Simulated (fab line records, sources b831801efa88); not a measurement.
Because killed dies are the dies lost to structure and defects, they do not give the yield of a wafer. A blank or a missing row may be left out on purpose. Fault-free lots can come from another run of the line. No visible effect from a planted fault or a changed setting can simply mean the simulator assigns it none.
Which tool did it?	flow gf180mcu	13 lots with 39 wafers sampled at 4 steps, on a route of 602 steps

== WHAT THE GAUGES SHOWED, per wafer ==
GF_PASSIVATION_THK_MEAS_01.
lot	measured	on	PASSIVATION_CVD_00_THK (nm)
L816	day 27 13:30	film metro-02	978 992 986
L817	day 27 22:06	film metro-03	958 986 1005
L820	day 29 05:52	film metro-03	983 1008 1014
L821	day 29 13:22	film metro-03	986 978 988
L823	day 30 05:14	film metro-02	990 1005 1000
L824	day 30 08:35	film metro-03	992 983 982
L826	day 30 14:56	film metro-04	1028 1033 1024
L828	day 31 04:35	film metro-04	991 990 1013
L829	day 31 17:30	film metro-04	996 984 1026
L830	day 31 18:24	film metro-03	1003 1025 1014
L834	day 32 19:11	film metro-03	973 961 1005
L835	day 33 02:03	film metro-03	996 1016 1011
L838	day 33 18:58	film metro-02	979 986 997

== WHAT TOOL EACH LOT RAN ON (gives the tool, then ch and the chambers of the sampled wafers, and finally the start) ==
lot	GF_M2_SPUTTER_03	GF_TOP_METAL_SPUTTER_02	GF_TOP_METAL_SPUTTER_03
L816	pvd sputter-03, day 17 12:05	pvd sputter-03, day 26 16:04	pvd sputter-03, day 26 16:07
L817	pvd sputter-03, day 17 18:32	pvd sputter-02, day 27 00:08	pvd sputter-02, day 27 00:11
L820	pvd sputter-04, day 19 11:20	pvd sputter-03, day 28 11:01	pvd sputter-03, day 28 11:04
L821	pvd sputter-03, day 19 18:58	pvd sputter-03, day 28 19:11	pvd sputter-03, day 28 19:14
L823	pvd sputter-03, day 20 17:50	pvd sputter-03, day 29 11:26	pvd sputter-03, day 29 11:29
L824	pvd sputter-02, day 20 22:37	pvd sputter-03, day 29 14:36	pvd sputter-03, day 29 14:38
L826	pvd sputter-02, day 21 02:37	pvd sputter-02, day 29 20:26	pvd sputter-02, day 29 20:28
L828	pvd sputter-03, day 21 22:22	pvd sputter-04, day 30 10:26	pvd sputter-04, day 30 10:29
L829	pvd sputter-03, day 22 19:08	pvd sputter-04, day 30 23:35	pvd sputter-04, day 30 23:38
L830	pvd sputter-03, day 22 20:41	pvd sputter-02, day 30 23:54	pvd sputter-02, day 30 23:56
L834	pvd sputter-04, day 24 04:56	pvd sputter-03, day 32 02:13	pvd sputter-03, day 32 02:16
L835	pvd sputter-03, day 24 14:21	pvd sputter-02, day 32 08:41	pvd sputter-02, day 32 08:43
L838	pvd sputter-02, day 25 10:35	pvd sputter-04, day 33 03:14	pvd sputter-04, day 33 03:16
- GF_M2_SPUTTER_03: material Ti, target thk 10 nm, time 6.7 s.
- GF_TOP_METAL_SPUTTER_02: material AlCu, target thk 900 nm, time 47.82 s.
- GF_TOP_METAL_SPUTTER_03: material Ti, target thk 5 nm, time 3.3 s.

== AS READ BY THE TOOLS THEMSELVES (means over the sampled wafers that have a number; for cases with no such wafer, the mark the record gives instead) ==
GF_M2_SPUTTER_03.
lot	tool	chamber pressure pa (Pa)	throttle valve pct (%)
L816	pvd sputter-03	0.2996	31.0
L817	pvd sputter-03	0.3003	31.2
L820	pvd sputter-04	0.2995	29.9
L821	pvd sputter-03	0.2999	30.8
L823	pvd sputter-03	0.3000	30.3
L824	pvd sputter-02	0.2997	29.7
L826	pvd sputter-02	0.2999	29.2
L828	pvd sputter-03	0.3003	31.1
L829	pvd sputter-03	0.2995	31.0
L830	pvd sputter-03	0.3005	30.5
L834	pvd sputter-04	0.3003	29.2
L835	pvd sputter-03	0.2996	31.3
L838	pvd sputter-02	0.2996	30.4

GF_TOP_METAL_SPUTTER_02.
lot	tool	chamber pressure pa (Pa)	throttle valve pct (%)
L816	pvd sputter-03	0.2997	30.8
L817	pvd sputter-02	0.3000	29.8
L820	pvd sputter-03	0.2996	30.9
L821	pvd sputter-03	0.3004	30.7
L823	pvd sputter-03	0.2992	31.0
L824	pvd sputter-03	0.3002	30.4
L826	pvd sputter-02	0.2985	30.3
L828	pvd sputter-04	0.3006	30.5
L829	pvd sputter-04	0.3007	30.2
L830	pvd sputter-02	0.2998	29.1
L834	pvd sputter-03	0.2997	30.7
L835	pvd sputter-02	0.2998	28.9
L838	pvd sputter-04	0.3002	29.9

GF_TOP_METAL_SPUTTER_03.
lot	tool	chamber pressure pa (Pa)	throttle valve pct (%)
L816	pvd sputter-03	0.2998	30.7
L817	pvd sputter-02	0.3000	30.0
L820	pvd sputter-03	0.2998	31.0
L821	pvd sputter-03	0.3002	30.5
L823	pvd sputter-03	0.2999	31.1
L824	pvd sputter-03	0.3003	30.6
L826	pvd sputter-02	0.2994	30.5
L828	pvd sputter-04	0.2998	30.4
L829	pvd sputter-04	0.2994	30.2
L830	pvd sputter-02	0.3000	29.0
L834	pvd sputter-03	0.3001	30.7
L835	pvd sputter-02	0.3004	29.0
L838	pvd sputter-04	0.3002	30.0

== THE ANSWER, worked out from the rows above alone ==
Rule: usual is defined by the lots themselves. Put in order of their means at a reading, lots are off if they are a third of the lots or fewer, leave a main group of 4 or more, and stand apart from it by a gap of 3 or more times the standard deviation of the main group's means; of several such gaps the widest counts. A main group is skipped when, at the precision printed for the reading in the tables above, its means are all equal. A lot without any number at a reading at which 4 lots or more have one is off too. Where the step has rows for the other lots, those lots are counted as sound. Order of review: gauges by route order, followed by the tools' own readings, for which a lot's mean as printed above is used. At the first step where some lot is off, the reading lying furthest off is the one used; lots without a number count as furthest.
No lot is off at any reading shown: from this, nothing can be told.

== WHAT HAD BEEN PUT IN BY THE SIMULATOR ==
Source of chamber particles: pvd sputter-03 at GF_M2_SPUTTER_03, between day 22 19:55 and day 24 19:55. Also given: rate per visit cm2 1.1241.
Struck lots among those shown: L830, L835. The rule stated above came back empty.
